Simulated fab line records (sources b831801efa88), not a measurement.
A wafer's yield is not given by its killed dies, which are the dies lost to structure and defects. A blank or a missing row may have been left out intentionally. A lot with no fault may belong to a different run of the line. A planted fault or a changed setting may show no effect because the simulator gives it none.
Which tool was responsible? | flow sky130 | 33 wafers from 11 lots sampled at 2 of the route's 708 steps

## WHAT THE GAUGES READ, wafer by wafer
SKY_POLY_GATE_THK_MEAS_01. Usual: POLY_GATE_CVD_00_THK 178.8 nm, standard deviation 1.5.
lot  | measured     | on           | POLY_GATE_CVD_00_THK (nm) | flag
L297 | day 13 14:16 | filmMetro-01 | 179.7 179.9 181.4         | 
L298 | day 13 21:38 | filmMetro-01 | 179.7 177.6 178.1         | 
L299 | day 14 10:22 | filmMetro-01 | 176.9 179.2 178.6         | 
L305 | day 16 16:58 | filmMetro-02 | 176.9 176.7 176.0         | 
L306 | day 18 05:35 | filmMetro-03 | 139.6 140.4 140.9         | OFF
L309 | day 18 12:31 | filmMetro-02 | 178.8 180.1 177.9         | 
L311 | day 19 00:37 | filmMetro-02 | 178.9 179.5 178.2         | 
L312 | day 19 11:09 | filmMetro-01 | 180.1 179.4 180.5         | 
L318 | day 21 16:13 | filmMetro-03 | 178.9 180.4 179.4         | 
L319 | day 21 17:25 | filmMetro-02 | 179.1 178.3 179.8         | 
L320 | day 21 20:31 | filmMetro-03 | 180.4 177.0 179.4         | 

## TOOL THAT RAN EACH LOT (tool first, then ch and the chambers of the sampled wafers, then the start)
lot  | SKY_POLY_GATE_CVD_00
L297 | lpcvd-01 ch 1, day 13 13:02
L298 | lpcvd-01 ch 1, day 13 20:25
L299 | lpcvd-01 ch 0, day 14 08:32
L305 | lpcvd-01 ch 1, day 16 15:45
L306 | lpcvd-01 ch 0, day 18 04:22
L309 | lpcvd-01 ch 1, day 18 11:19
L311 | lpcvd-01 ch 1, day 18 23:24
L312 | lpcvd-01 ch 1, day 19 09:57
L318 | lpcvd-01 ch 0, day 21 15:01
L319 | lpcvd-01 ch 0, day 21 16:13
L320 | lpcvd-01 ch 1, day 21 19:15
- SKY_POLY_GATE_CVD_00: deposits poly-Si, target thk 180 nm, time 720 s.

## AS READ BY THE TOOLS THEMSELVES (means over the sampled wafers that have a number; for cases with no such wafer, the mark the record gives instead)
The record holds no such reading with a usual standard deviation.

## THE ANSWER, worked out from the rows above alone
Rule: a lot is off if the mean of its wafers that have a number lies more than 3 standard deviations from the usual mean. A lot without any number at a reading at which 4 lots or more have one is off too. All remaining lots with rows at the step are treated as sound. First the gauges in route order, then the tools' own readings, where a lot's mean is used as printed above. The first step at which some lot is off is used, and at that step the reading that is off furthest; a lot without a number counts as furthest.
Off: at SKY_POLY_GATE_THK_MEAS_01 (POLY_GATE_CVD_00_THK), L306.
A tool fits if, at a process step before that reading, it ran every lot that is off, and no sound lot after the first of them. The gauges at SKY_POLY_GATE_THK_MEAS_01 are tried like those tools. No candidate that was tried fits.

## WHAT THE SIMULATOR HAD INSERTED
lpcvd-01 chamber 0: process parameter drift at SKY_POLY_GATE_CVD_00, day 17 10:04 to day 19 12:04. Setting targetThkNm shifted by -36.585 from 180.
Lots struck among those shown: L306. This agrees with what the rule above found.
